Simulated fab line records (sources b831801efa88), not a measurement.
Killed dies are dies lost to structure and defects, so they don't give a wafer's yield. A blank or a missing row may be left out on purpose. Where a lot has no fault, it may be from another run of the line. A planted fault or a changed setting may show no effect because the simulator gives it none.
fab line records | flow sky130
record: lots: 3 wafers: 9 last_day: 50
route steps=708 shown METAL1@448 VIA1@458 METAL2@483 PAD_OPEN@708
lots that met no fault: taken from a fault-free run of the same line
start_h: start of the lot's first displayed wafer, in hours after the record's first day | wait_h: hours from the lot's prior step to this one | " repeats the value in the row above | L1.1+2: one row covering several wafers at once | - no value present, or no start provided | * or withheld: withheld | < > ~ a bound
route shown NAME@n: names a module that has steps shown in the file, with the first one's number in the route | usual: the fault-free wafers' mean and standard deviation | same: alike in all rows | chamber/n: place in a boat | sites: readings site by site | _std_site: how widely they spread, as a standard deviation | _edge_site: the outer-site mean with the inner-site mean subtracted | radius_mm: for every site, how far away it sits from the centre of the wafer | mask NAME#n: copy n | behind: tool/chamber where the wafer was last shaped | hold: reason for holding the lot/hours on hold/outcome of the hold | device: names the non-switching transistor (n, p or np) | end of line: tests of these same wafers at the route's end | where a step has no rows: the recipe by itself | killed: dies lost to structure and defects at the first sort, not the wafer's yield | map: dies across one wafer; x = killed, . = not, _ = none there
set.NAME: the setting that was run; set.NAME@STEP: the one run at that earlier step | model.NAME: the simulator's own value behind a step, which no gauge read
lots at selected steps of the route; one table per step, one row per wafer
services: the hour from which a tool's chamber was out of use, counted from the record's first day as start_h (under 0 if before that day), plus the number of hours and why
== steps ==
step: SKY_METAL1_DEVELOP_14
recipe: develop_time_s: 60 resist: KrF-thick dev_temp_c: 21
step: SKY_METAL1_DESCUM_17
recipe: chemistry: O2 source_power_w: 150 bias_power_w: 0 pressure_mtorr: 10 temp_c: 40 time_s: 8
step: SKY_METAL1_ETCH_18
recipe: chemistry: N2/H2 target: BARC ion_energy_ev: 200 bias_w: 100 pressure_mtorr: 30 n2_flow_sccm: 100 h2_flow_sccm: 200 icp_w: 500 stop_on: SiO2 time_s: 45.9 target_depth_a: 600
step: SKY_METAL1_METAL_ETCH_19
recipe: target_depth_a: 3600 stop_on: SiO2 over_etch_frac: 0.3 time_s: 78 chemistry: Cl2/BCl3 resist_sidewall_deg: 88 pressure_mtorr: 10 icp_w: 900 bias_w: 48.5 Cl2_flow_sccm: 60 bcl3_flow_sccm: 30
step: SKY_METAL1_STRIP_20
recipe: chemistry: O2/N2 power_w: 1400 pressure_mtorr: 1500 platen_temp_c: withheld o2_flow_sccm: 3000 n2_flow_sccm: 300 overash_fraction: 0.5
step: SKY_METAL1_STRIP_21
recipe: chemistry: post_etch_residue_remover time_s: 1200 temp_c: 72.5
step: SKY_METAL1_CLEAN_22
recipe: chemistry: IPA time_s: 180 temp_c: 25
step: SKY_METAL1_CLEAN_23
recipe: chemistry: O3/DIW dry: n2_spin
step: SKY_VIA1_HDPCVD_00
recipe: material: SiO2 target_thk_nm: 1030 sigma_open_frac: 0.3 time_s: 171.7 temp_c: 400 sih4_flow_sccm: 60 pressure_mtorr: 6
step: SKY_VIA1_CMP_02
recipe: material: SiO2 down_force_psi: 4 platen_rpm: 60 pad_velocity_m_s: 0.94248
usual: head_pressure_psi: 4.001/0.0091 motor_current_A: 12.1/1.8
columns lot.wafer tool chamber start_h wait_h head_pressure_psi motor_current_A model.SiO2_of_VIA1_HDPCVD_00.thk_nm
L331.2 cmp-02 0 811.95 0.0 4.001 10.3 346.7
L331.4 " 1 " " 4.004 9.5 348
L331.1 " 3 " " 4.007 15.0 346.9
L338.3 cmp-01 0 858.87 0.2 4.004 13.2 346.6
L338.6 " 1 " " 3.991 11.9 381.8
L338.5 " 2 " " 4.014 11.4 345.6
L347.3 cmp-01 1 928.63 0.0 3.989 12.1 345.9
L347.4 " 2 " " 3.999 11.1 345
L347.1 " 0 " " 4.005 13.5 345.2
step: SKY_VIA1_DEHYDRATE_04
recipe: temp_c: 200 time_s: 60
step: SKY_VIA1_HMDS_05
recipe: prime_time_s: 60 prime_temp_c: 120
step: SKY_VIA1_COAT_06
recipe: resist: BARC temp_c: withheld time_s: withheld spin_rpm: 3000 resist_thk_nm: 60
step: SKY_VIA1_COAT_07
recipe: resist: KrF-thick spin_rpm: 3000 resist_thk_nm: 450
step: SKY_VIA1_SOFTBAKE_08
recipe: temp_c: 100 time_s: 90 resist: KrF-thick
step: SKY_VIA1_EXPOSE_09
recipe: mask_id: VIM na: 0.8 source_shape: annular sigma_inner: 0.55 sigma_outer: 0.85 target_cd_nm: 150 dose_mj: 38
step: SKY_VIA1_PEB_10
recipe: peb_temp_c: withheld peb_time_s: withheld resist: KrF-thick
step: SKY_VIA1_DEVELOP_11
recipe: develop_time_s: 60 resist: KrF-thick dev_temp_c: 21
step: SKY_VIA1_ETCH_14
recipe: chemistry: N2/H2 target: BARC ion_energy_ev: 200 source_w: 500 bias_w: 100 pressure_mtorr: 30 n2_flow_sccm: 100 h2_flow_sccm: 200 stop_on: SiO2 time_s: 45.9 target_depth_a: 600
step: SKY_VIA1_ETCH_15
recipe: target: SiO2 chemistry: C4F8/O2/Ar target_depth_nm: 351 stop_on: TiN mask_material: KrF-thick source_w: 1500 bias_w: 1200 pressure_mtorr: 40 c4f8_flow_sccm: withheld O2_flow_sccm: 6 Ar_flow_sccm: 300 time_s: 54
usual: oes_product_au: 0.983/0.0067
columns lot.wafer tool chamber start_h wait_h oes_product_au rf_hours_counter_h model.etch.depth_nm model.VIA1.feature_depth_nm
L331.1 rie_diel-04 2 838.16 0.0 0.992 6 346.9 346.9
L331.2 " 3 " " 0.992 16 346.7 346.7
L331.4 " 0 " " 0.986 16 348 348
L338.3 rie_diel-02 3 884.91 0.0 0.986 12 346.6 346.6
L338.5 " 2 " " 0.972 - 344.9 344.9
L338.6 " 3 " " 1.002 - 350.5 350.5
L347.1 rie_diel-03 2 954.25 0.0 0.982 12 345.2 345.2
L347.3 " 3 " " 0.971 19 345.9 345.9
L347.4 " 2 " " 0.979 - 345 345
step: SKY_VIA1_STRIP_16
recipe: chemistry: O2/N2 power_w: 1400 pressure_mtorr: 1500 platen_temp_c: withheld o2_flow_sccm: 3000 n2_flow_sccm: 300 overash_fraction: 0.5
step: SKY_VIA1_STRIP_17
recipe: chemistry: post_etch_residue_remover time_s: 1200 temp_c: 72.5
step: SKY_VIA1_CLEAN_18
recipe: chemistry: IPA time_s: 180 temp_c: 25
step: SKY_VIA1_CLEAN_19
recipe: chemistry: O3/DIW dry: n2_spin
step: SKY_VIA1_SPUTTER_20
recipe: material: TiN target_thk_nm: 20 chamber_pressure_pa: 5 power_w: 4000 time_s: 80
step: SKY_VIA1_CVD_21
recipe: material: W target_thk_nm: 270 time_s: 80.902 temp_c: 400 pressure_torr: 40
step: SKY_VIA1_CMP_24
recipe: stop_on: SiO2 t_overpolish_s: 15 down_force_psi: 3.5 platen_rpm: 60 target_thk_nm: 0 pad_velocity_m_s: 0.94248
step: SKY_METAL2_SPUTTER_00
recipe: material: Ti target_thk_nm: 15 power_w: 3000 time_s: 10 chamber_pressure_pa: 0.4
step: SKY_METAL2_SPUTTER_01
recipe: material: TiN target_thk_nm: 20 power_w: 6500 time_s: 16.7 chamber_pressure_pa: 0.4
step: SKY_METAL2_SPUTTER_02
recipe: material: AlCu target_thk_nm: 250 power_w: 10600 time_s: 13.3 chamber_pressure_pa: 0.4
step: SKY_METAL2_SPUTTER_03
recipe: material: Ti target_thk_nm: 5 power_w: 3000 time_s: 3.3 chamber_pressure_pa: 0.4
step: SKY_METAL2_SPUTTER_04
recipe: material: TiN target_thk_nm: 70 power_w: 6500 time_s: 58.3 chamber_pressure_pa: 0.4
step: SKY_METAL2_METAL_ETCH_19
recipe: target_depth_a: 3600 stop_on: SiO2 over_etch_frac: 0.3 time_s: 78 chemistry: Cl2/BCl3 resist_sidewall_deg: 88 pressure_mtorr: 10 icp_w: 900 bias_w: 48.5 Cl2_flow_sccm: 60 bcl3_flow_sccm: 30
usual: drypump_motor_current_A: 5.71/0.23 oes_product_au: 0.853/0.0062 throttle_valve_pct: 22.263/0.009
columns lot.wafer tool chamber start_h wait_h drypump_motor_current_A oes_product_au rf_hours_counter_h throttle_valve_pct model.SiO2_of_VIA1_HDPCVD_00.thk_nm
L331.1 rie_metal-01 0 866.25 0.0 5.68 0.859 5 22.265 332.7
L331.2 " 1 " " 5.74 0.859 2 22.264 332.4
L331.4 " 1 " " 5.75 0.860 - 22.259 333.8
L338.3 rie_metal-01 0 911.53 0.1 5.67 0.855 - 22.254 332.6
L338.5 " 0 " " 5.63 0.862 - 22.268 331.6
L338.6 " 1 " " 5.74 0.860 - 22.278 367.8
L347.1 rie_metal-04 1 980.27 0.0 5.56 0.845 12 22.255 331.4
L347.3 " 0 " " 6.18 0.851 - 22.268 332.1
L347.4 " 1 " " 5.53 0.854 - 22.265 331.2
step: SKY_PAD_OPEN_PROBE_99
usual: defect_limited_yield: 82.5/1.9 killed_at_M0_to_M3: 43/6.6 killed_at_M4_up: 3.0/1.8 killed_at_contacts: 24/5.1 killed_at_front_end: 16/4.5 killed_at_other: 0.3/0.67 killed_dies: 86/9.3 killed_on_rim: 17/3.8 killed_open: 47/6.9 killed_short: 39/6.6
same: gross_dies: 492 killed_at_back_side: 0
columns lot.wafer tool chamber start_h wait_h defect_limited_yield[%] killed_at_M0_to_M3 killed_at_M4_up killed_at_contacts killed_at_front_end killed_at_other killed_dies killed_on_rim killed_open killed_short model.etest.tester.sort_n_pass model.etest.tester.sort_bin_5_pct model.etest.tester.sort_yield_pct model.etest.diode_pdiff_nwell.under_floor model.etest.res_poly.open model.etest.sonos_uncharged.open model.etest.diode_ndiff_pwell.under_floor model.etest.res_xhigh_po.open
L331.1 prober-02 - 1110.58 0.1 81.3 48 2 27 14 1 92 21 56 36 400 12.4 81.3 0 0 0 0 0
L331.2 prober-02 - 1110.63 0.1 84.8 42 1 21 11 0 75 17 37 38 417 10.16 84.76 0 0 0 0 0
L331.4 prober-02 - 1110.73 0.2 81.7 44 5 30 11 0 90 20 58 32 402 10.98 81.71 0 0 0 0 0
L338.3 prober-02 - 1147.99 0.2 82.7 44 1 33 7 0 85 19 49 36 407 10.37 82.72 0 0 0 0 0
L338.5 prober-02 - 1148.09 0.2 82.5 44 1 28 13 0 86 19 48 38 406 9.146 82.52 0 0 0 0 0
L338.6 prober-02 - 1148.14 0.2 36.0 278 2 20 15 0 315 29 54 32 67 80.28 13.62 1 1 1 1 1
L347.1 prober-02 - 1192.43 0.1 85.2 36 5 18 14 0 73 17 40 33 419 8.13 85.16 0 0 0 0 0
L347.3 prober-02 - 1192.53 0.2 84.1 32 3 25 17 1 78 18 37 41 414 9.553 84.15 0 0 0 0 0
L347.4 prober-02 - 1192.58 0.2 80.3 51 3 25 17 1 97 24 54 43 395 11.79 80.28 0 0 0 0 0
killed by level:class
L331.1 VIA1:geometric_particle:open=18 LOCAL_INTERCONNECT:geometric_particle:short=10 METAL2:geometric_particle:short=8 CONTACT:geometric_particle:open=7 VIA3:geometric_particle:open=7 POLY_GATE:geometric_particle:open=6 LI_CONTACT:geometric_particle:open=6 VIA2:geometric_particle:open=5
L331.2 VIA3:geometric_particle:open=8 CONTACT:geometric_particle:open=7 VIA2:geometric_particle:open=7 CONTACT:geometric_particle:short=6 VIA1:geometric_particle:short=6 METAL1:geometric_particle:short=5 METAL2:geometric_particle:short=5 POLY_GATE:geometric_particle:open=4
L331.4 CONTACT:geometric_particle:open=16 VIA1:geometric_particle:open=11 LI_CONTACT:geometric_particle:open=8 METAL1:geometric_particle:short=6 VIA2:geometric_particle:open=6 VIA1:geometric_particle:short=5 METAL4:geometric_particle:short=5 LOCAL_INTERCONNECT:geometric_particle:short=4
L338.3 CONTACT:geometric_particle:open=18 VIA1:geometric_particle:open=15 METAL2:geometric_particle:short=6 LOCAL_INTERCONNECT:geometric_particle:short=5 CONTACT:geometric_particle:short=5 VIA2:geometric_particle:short=5 LI_CONTACT:geometric_particle:open=4 VIA2:geometric_particle:open=4
L338.5 VIA1:geometric_particle:open=12 CONTACT:geometric_particle:open=11 METAL1:geometric_particle:short=9 VIA3:geometric_particle:open=8 LI_CONTACT:geometric_particle:open=7 FIELD_ISO:geometric_particle:open=5 LI_CONTACT:geometric_particle:short=5 CONTACT:geometric_particle:short=5
L338.6 VIA1:area_etch=229 VIA1:geometric_particle:open=10 CONTACT:geometric_particle:open=9 VIA3:geometric_particle:open=9 VIA1:geometric_particle:short=6 LI_CONTACT:geometric_particle:open=5 METAL2:geometric_particle:short=5 VIA2:geometric_particle:open=5
L347.1 VIA3:geometric_particle:open=8 VIA1:geometric_particle:open=8 CONTACT:geometric_particle:open=7 METAL4:geometric_particle:short=5 VIA2:geometric_particle:short=5 FIELD_ISO:geometric_particle:open=4 LI_CONTACT:geometric_particle:open=4 FIELD_ISO:geometric_particle:short=3
L347.3 CONTACT:geometric_particle:open=8 FIELD_ISO:geometric_particle:short=7 FIELD_ISO:geometric_particle:open=6 LI_CONTACT:geometric_particle:open=6 VIA1:geometric_particle:open=6 CONTACT:geometric_particle:short=5 METAL2:geometric_particle:short=5 VIA1:geometric_particle:short=5
L347.4 VIA1:geometric_particle:open=16 VIA2:geometric_particle:open=8 LI_CONTACT:geometric_particle:open=7 CONTACT:geometric_particle:open=6 METAL1:geometric_particle:short=6 CONTACT:geometric_particle:short=5 POLY_GATE:geometric_particle:short=4 LI_CONTACT:geometric_particle:short=4
map L338.6 (x killed, . not)
__________x.xx.x.x.._________
________........x.x..x_______
______xxx..x....x.x....._____
_____.x.x.x..xxx.x.......____
____x..xxx.x.xxxx.xx..x.x.___
___.x.x.xxxx.x.xxxxxx..xxxx__
__.x..xxxxxxxxxxxxxxxxxx...._
_..x..xxxxxxxxxxxxxxxxxxx.x..
_..xxxxxxxxxxxxxxxxxxxxxx.x.x
_..x.xxxx.x.xxxxx.xx.xx......
_...xxxx.xxxxxxxxxxx.xxxxx...
_xx..xxxxxxxxxxxxxxxxxxxxxxxx
_.xxxxxxxxxxxxxxxxxxxxxxxx..x
_..x.x.xxxxx.xxxxxxxxxxxx....
_..xx..xx..xxxxxxxx.xxx......
__.x.xxxxxxxxxxxxx.xxxx.xxx._
___.xxxxxx.x.xxxxxxxxxxxxxx__
____.xx.xxx.xx.xxxxxxxxx..___
_____..x..xx...xx.xx..x..____
______...x.x.xx.xxxxx.x._____
________x....x..x....._______
__________...x......_________
map L347.4 (x killed, . not)
__________..x.x.x..._________
________.x.x....x...x._______
______...x.x......x....._____
_____.....x...........x.x____
____x..........x..........___
___.......x.....x.x........__
__......x.x.......x...x...x._
_.x.x.x.x....xxx.......x....x
_..x...x.........x.....xx..x.
_x.......x..x......x...x...x.
_.........x.................x
_..........x......x..x..x....
_......x.x...........xx...xx.
_x.xx...x......xxx..x.......x
_......x..............x.x..x.
__..xx.x.............xx....._
___.x...x.x......x.x.......__
____.xx.xx.x.x....x.......___
_____.......x...x...x...x____
______....x..........x.._____
________xx.........x.._______
__________..xx......_________
== services ==
columns tool chamber start_h hours kind
rie_diel-02 1 797.83 3.8 repair
rie_diel-03 1 816.81 5.8 repair
rie_diel-02 - 826.96 4.3 pm
cmp-01 - 830.07 1.5 repair
rie_metal-01 0 831.71 6.1 repair
cmp-02 - 843.07 4.3 repair
rie_diel-04 2 847.22 3.9 repair
rie_metal-01 0 850.89 8.2 repair
cmp-02 - 861.57 3.0 pm
cmp-01 - 879.41 0.2 repair
rie_diel-04 2 879.70 11.7 repair
cmp-01 - 881.21 0.3 repair
rie_diel-03 0 886.47 6.3 repair
cmp-01 - 891.57 0.3 repair
rie_metal-01 - 899.43 1.2 repair
rie_diel-02 2 903.09 1.9 repair
rie_diel-03 2 903.91 3.3 repair
cmp-02 - 912.29 4.0 pm
cmp-01 - 923.52 2.9 repair
rie_metal-01 - 923.78 1.2 repair
rie_diel-03 1 948.92 5.3 repair
cmp-02 - 951.09 0.5 repair
rie_diel-04 3 959.72 10.0 repair
cmp-02 - 962.98 4.2 repair
== key ==
first_sign: step: SKY_PAD_OPEN_PROBE_99 reading: killed_at_M0_to_M3 direction: up sigmas: 35 usual: 43 struck: 278
effect: step: SKY_PAD_OPEN_PROBE_99 reading: killed_dies direction: up sigmas: 25 usual: 86 struck: 315
model_effect: step: SKY_VIA1_CMP_02 value: SiO2_of_VIA1_HDPCVD_00.thk_nm without: 347.3 struck: 381.8
model_effect: step: SKY_VIA1_ETCH_15 value: etch.depth_nm without: 347.3 struck: 350.5
model_effect: step: SKY_METAL2_METAL_ETCH_19 value: SiO2_of_VIA1_HDPCVD_00.thk_nm without: 333.3 struck: 367.8
model_effect: step: SKY_PAD_OPEN_PROBE_99 value: etest.tester.sort_n_pass without: 406 struck: 67
more_kills_born_at: SKY_VIA1_ETCH_15@rie_diel-02: 229
met_at SKY_VIA1_CMP_02
struck_wafers L338.6
fault: kind: process_parameter_drift tool: cmp-01 chamber: 1 onset_h: 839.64 steps: SKY_VIA1_CMP_02 channel: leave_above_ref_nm offset: 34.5 shape: step end_h: 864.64 acts_in: these_recipes_only stated: 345
